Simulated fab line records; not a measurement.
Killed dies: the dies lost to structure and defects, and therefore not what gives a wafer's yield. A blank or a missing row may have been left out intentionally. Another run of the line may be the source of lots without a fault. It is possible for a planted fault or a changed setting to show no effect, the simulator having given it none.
Comparing a struck lot with a sound one -- flow sky130 -- 14 out of 708 route steps
Sound: these wafers, L208.2, L208.3, L208.4. Wafers struck: L217.3, L217.5, L217.6. At the end, the cause is stated.
Order at every step that has rows: each side's tool, ch and its chambers, its first start. Under that, the readings that differ: sound wafers -- struck wafers -- difference of the means -- sigmas: that difference in standard deviations of wafers without a fault.
alike: same words and numbers on both sides, and readings whose means sit less than 2 such deviations apart. not compared: any withheld reading, any reading some wafer has no value for, any bound like >300 that may hide the same value, and any number with overlapping values for which the record gives no deviation.
The two part at a step that has a row with sigmas, a row that says differs or no value, or rows on one side only. Non-overlapping numbers with no deviation appear without sigmas and do not part them. A reading missing from all wafers of one side parts the sides only when that side holds two or more wafers.

first, 4 steps without rows for these wafers: SKY_METAL2_STRIP_21 (strips in post etch residue remover, time 1200 s); SKY_METAL2_CLEAN_22 (cleans in IPA, time 180 s); SKY_METAL2_CLEAN_23 (cleans in O3/DIW); SKY_VIA2_HDPCVD_00 (deposits SiO2, target thk 1180 nm, time 196.7 s).
SKY_VIA2_THK_MEAS_01:
  sound on film_metro-03, day 38 22:34; struck on film_metro-02, day 41 03:31
  alike: VIA2_HDPCVD_THK
SKY_VIA2_CMP_02: polishes SiO2.
  sound on cmp-02 ch 1,2,3, day 38 22:37; struck on cmp-01 ch 0,2,3, day 41 03:42
  alike: motor_current_A, retaining_ring_pressure_frac, slurry_flow_ml_min
SKY_VIA2_BOW_MEAS_03:
  sound on film_metro-02, day 38 22:56; struck on film_metro-02, day 41 03:53
  alike: VIA2_BOW
then, 5 steps without rows for these wafers: SKY_VIA2_DEHYDRATE_04 (time 60 s); SKY_VIA2_HMDS_05 (prime time 60 s); SKY_VIA2_COAT_06 (resist thk 60 nm); SKY_VIA2_COAT_07 (resist thk 450 nm); SKY_VIA2_SOFTBAKE_08 (time 90 s).
SKY_VIA2_EXPOSE_09: exposes mask VIM2, target cd 200 nm.
  struck on krf_scanner-02, day 41 16:26; sound on krf_scanner-01 ch 0, day 39 11:28
  no value came back on the struck wafers for exposure_dose_mJ_cm2, focus_offset_nm (nm); on the sound wafers exposure_dose_mJ_cm2 reads 37.95 37.92 37.90
  alike: mask
then, 1 step without rows for these wafers: SKY_VIA2_PEB_10.

== WHERE THEY PART ==
At SKY_VIA2_EXPOSE_09 and nowhere else, as far as this record goes.

WHY: what the simulator had put in
Whole step skipped at SKY_VIA2_EXPOSE_09 on krf_scanner-02, starting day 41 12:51. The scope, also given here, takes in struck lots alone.
